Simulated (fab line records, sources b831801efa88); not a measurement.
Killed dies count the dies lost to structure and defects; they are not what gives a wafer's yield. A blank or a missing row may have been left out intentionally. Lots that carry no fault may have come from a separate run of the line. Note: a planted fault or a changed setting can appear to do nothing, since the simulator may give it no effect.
Split-lot trial :: flow gf180mcu :: 23 wafers read across 5 lots, on a route 602 steps long

ABOUT THE SPLIT
At GF_V3_PEB_12 (peb time 90 s), the setting pebTempC was moved away from the recipe's 135 C on 8 of the 23 wafers read, by +1.2% to +2.5%. The other wafers ran this setting at the recipe's value.

FROM THE SPLIT TO THE READING: what the file shows between them, 1 step
- GF_V3_DEVELOP_13: develop time 60 s

THE READING
Shown in nm: cdNm at GF_V3_CD_MEAS_14, with target cd 260 nm. On this fab line, fault-free wafers typically give 260.2 nm with a standard deviation of 1.1 nm.

wafer: L074.1
tool, chamber at the split: lithoTrack-01, 0
pebTempC as run, C: 135
against the recipe: recipe
cdNm, nm: 261.1
against lot-mates on the recipe: -

wafer: L074.2
tool, chamber at the split: lithoTrack-01, 0
pebTempC as run, C: 135
against the recipe: recipe
cdNm, nm: 261.9
against lot-mates on the recipe: -

wafer: L074.3
tool, chamber at the split: lithoTrack-01, 0
pebTempC as run, C: 135
against the recipe: recipe
cdNm, nm: 260.7
against lot-mates on the recipe: -

wafer: L074.4
tool, chamber at the split: lithoTrack-01, 0
pebTempC as run, C: 136.6
against the recipe: +1.2%
cdNm, nm: 267.8
against lot-mates on the recipe: +6.6

wafer: L074.6
tool, chamber at the split: lithoTrack-01, 0
pebTempC as run, C: 136.6
against the recipe: +1.2%
cdNm, nm: 266.2
against lot-mates on the recipe: +5.0

wafer: L077.1
tool, chamber at the split: lithoTrack-02, 0
pebTempC as run, C: 135
against the recipe: recipe
cdNm, nm: 261.5
against lot-mates on the recipe: -

wafer: L077.2
tool, chamber at the split: lithoTrack-02, 0
pebTempC as run, C: 135
against the recipe: recipe
cdNm, nm: 260.5
against lot-mates on the recipe: -

wafer: L077.4
tool, chamber at the split: lithoTrack-02, 0
pebTempC as run, C: 138.4
against the recipe: +2.5%
cdNm, nm: 268.9
against lot-mates on the recipe: +7.9

wafer: L077.5
tool, chamber at the split: lithoTrack-02, 0
pebTempC as run, C: 138.4
against the recipe: +2.5%
cdNm, nm: 268.8
against lot-mates on the recipe: +7.8

wafer: L077.6
tool, chamber at the split: lithoTrack-02, 0
pebTempC as run, C: 138.4
against the recipe: +2.5%
cdNm, nm: 269.7
against lot-mates on the recipe: +8.7

wafer: L081.2
tool, chamber at the split: lithoTrack-01, 0
pebTempC as run, C: 135
against the recipe: recipe
cdNm, nm: 260.2
against lot-mates on the recipe: -

wafer: L081.4
tool, chamber at the split: lithoTrack-01, 0
pebTempC as run, C: 135
against the recipe: recipe
cdNm, nm: 260.7
against lot-mates on the recipe: -

wafer: L081.6
tool, chamber at the split: lithoTrack-01, 0
pebTempC as run, C: 135
against the recipe: recipe
cdNm, nm: 262.2
against lot-mates on the recipe: -

wafer: L082.1
tool, chamber at the split: lithoTrack-01, 0
pebTempC as run, C: 135
against the recipe: recipe
cdNm, nm: 259.9
against lot-mates on the recipe: -

wafer: L082.3
tool, chamber at the split: lithoTrack-01, 0
pebTempC as run, C: 135
against the recipe: recipe
cdNm, nm: 258.8
against lot-mates on the recipe: -

wafer: L082.4
tool, chamber at the split: lithoTrack-01, 0
pebTempC as run, C: 135
against the recipe: recipe
cdNm, nm: 258.4
against lot-mates on the recipe: -

wafer: L082.5
tool, chamber at the split: lithoTrack-01, 0
pebTempC as run, C: 135
against the recipe: recipe
cdNm, nm: 259.2
against lot-mates on the recipe: -

wafer: L082.6
tool, chamber at the split: lithoTrack-01, 0
pebTempC as run, C: 135
against the recipe: recipe
cdNm, nm: 259.0
against lot-mates on the recipe: -

wafer: L085.1
tool, chamber at the split: lithoTrack-04, 0
pebTempC as run, C: 138.3
against the recipe: +2.4%
cdNm, nm: 268.0
against lot-mates on the recipe: +8.1

wafer: L085.2
tool, chamber at the split: lithoTrack-04, 0
pebTempC as run, C: 138.3
against the recipe: +2.4%
cdNm, nm: 268.6
against lot-mates on the recipe: +8.8

wafer: L085.3
tool, chamber at the split: lithoTrack-04, 0
pebTempC as run, C: 135
against the recipe: recipe
cdNm, nm: 259.3
against lot-mates on the recipe: -

wafer: L085.4
tool, chamber at the split: lithoTrack-04, 0
pebTempC as run, C: 135
against the recipe: recipe
cdNm, nm: 260.4
against lot-mates on the recipe: -

wafer: L085.6
tool, chamber at the split: lithoTrack-04, 0
pebTempC as run, C: 138.3
against the recipe: +2.4%
cdNm, nm: 266.7
against lot-mates on the recipe: +6.8

FIT RESULTS
A straight line over all 23 wafers: cdNm changes by +3.4 nm for each +1% of pebTempC; r = +0.94; the points scatter about the line by 1.4 nm.
The same after taking each lot's own level away (the mean of its wafers on the recipe; 23 wafers): +3.3 nm for each +1%; r = +0.97; scatter 0.86 nm.
According to that fit, moving pebTempC by its largest amount changes the reading by 8.3 nm.
The span of the lots' own levels, 259.06 to 261.23 nm, comes to 2.0 times the standard deviation stated above.
The two slopes are in agreement: the lot-to-lot level therefore moves the slope only a little.
Check: for one of the wafers moved furthest among these (+2.5%), held out of the fit, the line's prediction against its lot-mates is +8.52 nm. Against them it came out at +7.9 nm.

OTHER SPLITS ON THESE WAFERS
These wafers also went through other splits before the reading. Each is held against what the fit with the lots' levels taken away leaves over:
other split on the same wafers: GF_M1_SPUTTER_01 powerW
wafers away from the commonest value: 5
r with cdNm (lot level and that fit taken away): -0.22

other split on the same wafers: GF_M1_EXPOSE_11 doseMj
wafers away from the commonest value: 9
r with cdNm (lot level and that fit taken away): +0.31

other split on the same wafers: GF_M1_METAL_ETCH_16 biasW
wafers away from the commonest value: 6
r with cdNm (lot level and that fit taken away): +0.17

other split on the same wafers: GF_V1_COAT_09 resistThkNm
wafers away from the commonest value: 8
r with cdNm (lot level and that fit taken away): -0.05

other split on the same wafers: GF_V1_SPUTTER_21 chamberPressurePa
wafers away from the commonest value: 15
r with cdNm (lot level and that fit taken away): +0.07

other split on the same wafers: GF_M2_SPUTTER_02 powerW
wafers away from the commonest value: 8
r with cdNm (lot level and that fit taken away): -0.10

other split on the same wafers: GF_V2_CVD_00 sih4FlowSccm
wafers away from the commonest value: 8
r with cdNm (lot level and that fit taken away): +0.04

other split on the same wafers: GF_V3_CVD_00 sih4FlowSccm
wafers away from the commonest value: 8
r with cdNm (lot level and that fit taken away): +0.23

other split on the same wafers: GF_V3_COAT_09 resistThkNm
wafers away from the commonest value: 7
r with cdNm (lot level and that fit taken away): -0.52

THE WHOLE CHAIN: every reading that the file lists as answering this split, in the file's order
step: GF_V3_CD_MEAS_14
what it does: target cd 260 nm
reading: cdNm
change (the file's fit): +3.4 nm for each +1% of the setting
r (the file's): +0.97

step: GF_V3_ETCH_16
what it does: etches BARC in N2/H2
reading: V3.cdNm (the simulator's own value, which no gauge read)
change (the file's fit): +3.58 nm for each +1% of the setting
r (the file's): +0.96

step: GF_V3_ETCH_17
what it does: etches SiO2 in C4F8/O2/Ar, stops on TiN, target depth 635 nm
reading: V3.cdNm (the simulator's own value, which no gauge read)
change (the file's fit): +3.49 nm for each +1% of the setting
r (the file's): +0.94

FILE'S OWN FIT
cdNm changes by +3.4 nm for each +1% of pebTempC, r = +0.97.
